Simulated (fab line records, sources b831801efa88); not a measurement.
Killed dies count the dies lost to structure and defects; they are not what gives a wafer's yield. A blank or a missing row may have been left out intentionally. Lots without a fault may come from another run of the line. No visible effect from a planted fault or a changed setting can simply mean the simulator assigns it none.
Which tool was responsible? + flow sky130 + Sampling: 11 lots, 33 wafers, 2 of 708 route steps

== WHAT EACH GAUGE READ, for each wafer ==
SKY_PASSIVATION_THK_MEAS_01.
| lot  | measured     | on            | PASSIVATION_CVD_00_THK (nm) |
|------|--------------|---------------|-----------------------------|
| L866 | day 45 01:24 | film-metro-04 | 89.0 92.0 89.7              |
| L867 | day 45 01:25 | film-metro-02 | 90.4 90.0 91.5              |
| L868 | day 45 10:38 | film-metro-04 | 88.3 91.8 89.2              |
| L870 | day 45 22:11 | film-metro-02 | 89.8 90.5 92.1              |
| L872 | day 46 08:07 | film-metro-02 | 90.3 90.3 91.0              |
| L873 | day 46 16:35 | film-metro-04 | 89.3 91.0 90.4              |
| L876 | day 47 05:19 | film-metro-01 | 88.2 89.8 90.4              |
| L877 | day 47 18:02 | film-metro-01 | 89.7 87.6 91.3              |
| L878 | day 47 20:28 | film-metro-02 | 89.4 90.9 91.0              |
| L880 | day 48 09:45 | film-metro-02 | 88.5 88.0 89.7              |
| L882 | day 48 16:33 | film-metro-02 | 86.8 88.3 90.2              |

== WHICH TOOL RAN EACH LOT (tool, then ch and the chambers of the sampled wafers, then the start) ==
| lot  | SKY_VIA3_CVD_21               |
|------|-------------------------------|
| L866 | cvd-w-02 ch 0,1, day 40 21:31 |
| L867 | cvd-w-01 ch 0,1, day 40 23:15 |
| L868 | cvd-w-01 ch 0,1, day 41 08:17 |
| L870 | cvd-w-01 ch 0,1, day 41 22:46 |
| L872 | cvd-w-01 ch 0,1, day 42 08:26 |
| L873 | cvd-w-01 ch 0,1, day 42 16:44 |
| L876 | cvd-w-01 ch 0, day 43 09:20   |
| L877 | cvd-w-02 ch 0,1, day 43 22:54 |
| L878 | cvd-w-01 ch 0,1, day 44 02:35 |
| L880 | cvd-w-02 ch 0,1, day 44 16:26 |
| L882 | cvd-w-01 ch 0,1, day 45 02:25 |
- SKY_VIA3_CVD_21: deposits W, target thk 390 nm, time 117.31 s.

== AS READ BY THE TOOLS THEMSELVES (means over the sampled wafers that have a number; for cases with no such wafer, the mark the record gives instead) ==
SKY_VIA3_CVD_21.
| lot  | tool     | heater-power-w (W) |
|------|----------|--------------------|
| L866 | cvd-w-02 | 758                |
| L867 | cvd-w-01 | 785                |
| L868 | cvd-w-01 | 787                |
| L870 | cvd-w-01 | 787                |
| L872 | cvd-w-01 | 813                |
| L873 | cvd-w-01 | 779                |
| L876 | cvd-w-01 | 771                |
| L877 | cvd-w-02 | 822                |
| L878 | cvd-w-01 | 790                |
| L880 | cvd-w-02 | 827                |
| L882 | cvd-w-01 | 786                |

== THE ANSWER, worked out from the rows above alone ==
Rule: the lots themselves supply what counts as usual. Put in order of their means at a reading, lots are off if they are a third of the lots or fewer, leave a main group of 4 or more, and stand apart from it by a gap of 3 or more times the standard deviation of the main group's means; of several such gaps the widest counts. A main group is skipped when, at the precision printed for the reading in the tables above, its means are all equal. Also off: a lot with no number at a reading for which 4 or more lots have one. The other lots that the step has rows for count as sound. Order of review: gauges by route order, followed by the tools' own readings, for which a lot's mean as printed above is used. The first step at which some lot is off is used, and at that step the reading that is off furthest; a lot without a number counts as furthest.
No lot is off on any of the readings shown, so nothing can be concluded from this.

== WHAT THE SIMULATOR HAD PUT IN ==
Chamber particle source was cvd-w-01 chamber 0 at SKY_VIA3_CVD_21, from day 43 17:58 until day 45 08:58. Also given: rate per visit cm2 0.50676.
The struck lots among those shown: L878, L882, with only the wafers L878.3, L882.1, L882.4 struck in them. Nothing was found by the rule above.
